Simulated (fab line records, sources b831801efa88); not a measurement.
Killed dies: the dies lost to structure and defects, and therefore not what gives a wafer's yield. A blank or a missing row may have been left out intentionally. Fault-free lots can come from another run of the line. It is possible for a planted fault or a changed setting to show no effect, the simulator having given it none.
Problem report in the 8D (eight disciplines) form, filled by code    flow sky130    the parts of the form that need people (team, actions taken, sign-off) are left out

== 1. THE ISSUE ==
CAP2M_TIN_RS at SKY_CAP2M_RS_MEAS_03 reads a mean of 8.29 ohm/sq on 6 wafers of 2 lots; wafers without a fault read 6.92 ohm/sq with a standard deviation of 0.064. That is +21 standard deviations from the usual mean.
The step: measures by four-point-probe.
The first sign was on wafer L927.1 at day 43 13:05, on film metro-02. The record holds 27 wafers of 9 lots with a number at this step. The rule behind "out" and "out of limits": a value lying over 4 standard deviations away from the usual mean. The other wafers with a number count as sound.

== 2. WHAT IT IS, WHAT IT ISN'T ==
question                     is                      is not
which readings at this step  CAP2M_TIN_RS            -
which lots                   L927, L931              L918, L921, L924, L926, L928, L937, L940
which wafers of those lots   all that have a number  -
read on which gauges         film metro-02           film metro-03, film metro-04
when                         from day 43 13:05       up to then (15 sound wafers); but 6 sound wafers of L937, L940 came after

== 3. SUSPECTS, AND WHAT RULES EACH OUT ==
Counting: any tool at a process step up to the reading is kept as a suspect provided that every lot that is out went through it and no sound lot did after the first of them.
- the gauge at SKY_CAP2M_RS_MEAS_03 is ruled out. All the wafers that are out were read on film metro-02, but those of them that SKY_CAP2M_METAL_ETCH_13 has rows for are out there too, on other tools.
- pvd sputter-03 at SKY_METAL4_SPUTTER_01 (material TiN, target thk 20 nm, time 16.7 s): ruled out as a lasting fault. Following L927 (day 43 12:46), the first lot on it that is out, the sound lots L940 were run on it.
- pvd sputter-04 at SKY_CAP2M_SPUTTER_02 (material TiN, target thk 200 nm, time 166.7 s): kept. Every lot that is out went through it, starting with L927 (day 43 12:59), and after that it ran no sound lot; the last sound lot it ran before then is L926 (day 42 09:07).
Remaining after the count: pvd sputter-04 at SKY_CAP2M_SPUTTER_02.

== 4. THE CAUSE (what the simulator had put in) ==
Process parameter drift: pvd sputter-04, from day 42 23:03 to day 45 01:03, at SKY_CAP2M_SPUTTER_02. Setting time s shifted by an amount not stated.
Only this tool survived the counting.

== 5. THE EFFECT CHAIN, in route order ==
Rows list readings where the struck wafers' mean (over those with a number) sits beyond 3 standard deviations from the usual. Only readings for which the record gives a usual standard deviation are gone through. hours: the time from each lot's start at the first step in this table that gives one to its start at this step, as a median over the lots. sigmas: the change in usual standard deviations.
hours  step                     reading             usual        on struck wafers  change  sigmas
0      SKY_CAP2M_RS_MEAS_03     CAP2M_TIN_RS        6.92 ohm/sq  8.29              +1.37   +21
0      SKY_CAP2M_THK_MEAS_04    CAP2M_TIN_THK       201.6 nm     168.8             -32.8   -16
22     SKY_CAP2M_METAL_ETCH_13  oes product au      0.941 a.u.   0.848             -0.093  -13
22     SKY_CAP2M_METAL_ETCH_13  throttle valve pct  21.902 %     21.955            +0.053  +5.4
It contains these process steps:
- SKY_CAP2M_METAL_ETCH_13: etches TiN in Cl2/BCl3, stops on SiO2, target depth 220 nm, time 62.9 s.
Readings that are blank on the struck wafers while sound wafers have them: susceptor temp C at SKY_CAP2M_SPUTTER_02.

== 6. WHAT WOULD HAVE CAUGHT IT SOONER ==
14 hours passed between the start of the fault at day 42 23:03 and the first reading out of limits at a measuring or inspecting step in this record, taken at day 43 13:05.
Lots out: 2; of these, L931 started SKY_CAP2M_SPUTTER_02 on pvd sputter-04 after day 43 13:05. A tool hold placed at that time would have kept it from harm.
